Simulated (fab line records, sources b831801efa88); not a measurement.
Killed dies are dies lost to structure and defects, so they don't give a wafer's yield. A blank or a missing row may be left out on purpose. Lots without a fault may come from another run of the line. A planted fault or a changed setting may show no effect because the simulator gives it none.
Which tool did it? | flow sky130 | 9 lots, 27 wafers sampled, at 3 steps of a route of 708

WHAT THE GAUGES READ, wafer by wafer
SKY_SONOS_ONO_THK_MEAS_01. Usual: SONOS_ONO_OXIDATION_THK 2.62 nm, standard deviation 0.047.
lot  | measured     | on            | SONOS_ONO_OXIDATION_THK (nm)  | flag
L252 | day 11 19:58 | film_metro-02 | 2.59 2.58 2.55                |
L262 | day 14 16:17 | film_metro-01 | 6.89 6.90 6.93 6.94 6.86 6.91 | OFF
L263 | day 14 23:25 | film_metro-01 | 6.90 6.87 6.89 6.90 6.95 6.91 | OFF
L266 | day 15 23:44 | film_metro-03 | 2.60 2.62 2.59                |
L267 | day 16 04:14 | film_metro-03 | 2.61 2.57 2.60                |
L270 | day 17 18:13 | film_metro-03 | 2.61 2.65 2.61                |
L271 | day 17 18:14 | film_metro-02 | 2.55 2.62 2.59                |
L273 | day 18 06:50 | film_metro-02 | 2.66 2.72 2.62                |
L274 | day 18 17:17 | film_metro-03 | 2.65 2.61 2.56                |

SKY_CONTACT_CD_MEAS_14: target cd 170 nm. Usual: cd_nm 170.0 nm, standard deviation 1.7.
lot  | measured     | on        | cd_nm (nm)        | flag
L252 | day 31 17:19 | cd_sem-01 | 170.4 171.2 171.4 |
L266 | day 36 03:29 | cd_sem-02 | 170.2 171.0 170.4 |
L267 | day 36 04:58 | cd_sem-02 | 171.3 170.5 170.1 |
L270 | day 37 09:52 | cd_sem-01 | 173.3 172.1 173.2 |
L271 | day 37 13:38 | cd_sem-01 | 169.1 168.7 167.8 |
L273 | day 38 02:07 | cd_sem-02 | 170.0 170.0 169.8 |
L274 | day 38 09:23 | cd_sem-02 | 168.2 166.4 166.5 |

WHICH TOOL RAN EACH LOT (tool, then ch and the chambers of the sampled wafers, then the start)
lot  | SKY_VT_ADJUST_LVTN_STRIP_09
L252 | plasma_asher-04 ch 0,1, day 7 06:06
L262 | plasma_asher-04 ch 0,1, day 9 13:05
L263 | plasma_asher-02 ch 0,1, day 9 20:26
L266 | plasma_asher-02 ch 0,1, day 10 16:00
L267 | plasma_asher-02 ch 0,1, day 10 20:21
L270 | plasma_asher-04 ch 0,1, day 12 00:16
L271 | plasma_asher-04 ch 0,1, day 12 01:09
L273 | plasma_asher-03 ch 0,1, day 12 13:25
L274 | plasma_asher-02 ch 0,1, day 12 22:34
- SKY_VT_ADJUST_LVTN_STRIP_09: strips in O2/N2.

WHAT THE TOOLS THEMSELVES READ (means of the sampled wafers that have a number; where no wafer has one, the mark that the record gives instead)
SKY_VT_ADJUST_LVTN_STRIP_09. Usual: drypump_motor_current_A 5.8 A, standard deviation 0.42; n2_flow_sccm 300.0 sccm, standard deviation 0.72; oes_product_au 0.722 a.u., standard deviation 0.0044; strip_time_to_endpoint_s 36.90 s, standard deviation 0.11.
lot  | tool            | drypump_motor_current_A (A) | n2_flow_sccm (sccm) | oes_product_au (a.u.) | strip_time_to_endpoint_s (s) | flag
L252 | plasma_asher-04 | 5.5                         | 299.7               | 0.722                 | 36.86                        |
L262 | plasma_asher-04 | 5.4                         | 299.8               | 0.722                 | 36.74                        |
L263 | plasma_asher-02 | 6.1                         | 300.0               | 0.727                 | 36.95                        |
L266 | plasma_asher-02 | 6.1                         | 300.6               | 0.720                 | 36.90                        |
L267 | plasma_asher-02 | 6.0                         | 300.5               | 0.722                 | 36.87                        |
L270 | plasma_asher-04 | 5.4                         | 300.2               | 0.722                 | 36.90                        |
L271 | plasma_asher-04 | 5.4                         | 299.8               | 0.720                 | 36.86                        |
L273 | plasma_asher-03 | 6.5                         | 299.8               | 0.724                 | 37.05                        |
L274 | plasma_asher-02 | 6.1                         | 299.4               | 0.725                 | 36.91                        |

THE ANSWER, worked out from the rows above alone
Rule: a lot is off if the mean of its wafers that have a number lies more than 3 standard deviations from the usual mean. A lot without any number at a reading at which 4 lots or more have one is off too. The other lots that the step has rows for count as sound. The gauges are gone through in route order, then the tools' own readings, and for those a lot's mean is taken as printed above. The first step at which some lot is off is used, and at that step the reading that is off furthest; a lot without a number counts as furthest.
Off: L262, L263, at SKY_SONOS_ONO_THK_MEAS_01 (SONOS_ONO_OXIDATION_THK).
A tool fits if, at a process step before that reading, it ran every lot that is off, and no sound lot after the first of them. The gauges at SKY_SONOS_ONO_THK_MEAS_01 are tried like those tools. One fits: film_metro-01 at SKY_SONOS_ONO_THK_MEAS_01. It ran no sound lot before its first lot that is off in this sample, so the start can't be narrowed down.

WHAT THE SIMULATOR HAD PUT IN
Metrology matching offset: film_metro-01, from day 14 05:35 on, at SKY_SONOS_ONO_THK_MEAS_01. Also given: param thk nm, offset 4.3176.
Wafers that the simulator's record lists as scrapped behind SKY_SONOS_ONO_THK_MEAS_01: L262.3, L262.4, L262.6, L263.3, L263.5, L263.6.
Lots struck among those shown: L262, L263. The rule above found the same.
